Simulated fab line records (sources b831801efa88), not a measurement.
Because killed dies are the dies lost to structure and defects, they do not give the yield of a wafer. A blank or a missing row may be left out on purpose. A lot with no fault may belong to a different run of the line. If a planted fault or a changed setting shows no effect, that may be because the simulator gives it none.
The tool behind it: which one? :: flow sfqLine :: route of 325 steps, sampled at 1 step: 7 lots, 21 wafers

== WHAT EACH GAUGE READ, for each wafer ==
SFQ_M4_OVL_MEAS_926.
lot: L911
measured: day 54 14:03
on: overlay-01
M4_OVL (nm): -3 -4 -7

lot: L913
measured: day 55 14:10
on: overlay-02
M4_OVL (nm): -3 -2 1

lot: L915
measured: day 56 22:43
on: overlay-01
M4_OVL (nm): -5 -8 3

lot: L917
measured: day 59 05:42
on: overlay-01
M4_OVL (nm): 1 -7 1

lot: L923
measured: day 60 05:41
on: overlay-02
M4_OVL (nm): 7 4 2

lot: L929
measured: day 61 17:49
on: overlay-02
M4_OVL (nm): 2 2 1

lot: L933
measured: day 62 20:21
on: overlay-01
M4_OVL (nm): 12 4 4

== WHAT TOOL EACH LOT RAN ON (gives the tool, then ch and the chambers of the sampled wafers, and finally the start) ==
No process step before these readings appears in the record.

== THE ANSWER, worked out from the rows above alone ==
Rule: the usual values come from the lots themselves. Put in order of their means at a reading, lots are off if they are a third of the lots or fewer, leave a main group of 4 or more, and stand apart from it by a gap of 3 or more times the standard deviation of the main group's means; of several such gaps the widest counts. If all means in a main group match to the digits the tables above print for the reading, that group is not used. Also off: a lot with no number at a reading for which 4 or more lots have one. All remaining lots with rows at the step are treated as sound.
Nothing can be told from this: no lot is off at any reading shown.

== WHAT WAS PUT IN BY THE SIMULATOR ==
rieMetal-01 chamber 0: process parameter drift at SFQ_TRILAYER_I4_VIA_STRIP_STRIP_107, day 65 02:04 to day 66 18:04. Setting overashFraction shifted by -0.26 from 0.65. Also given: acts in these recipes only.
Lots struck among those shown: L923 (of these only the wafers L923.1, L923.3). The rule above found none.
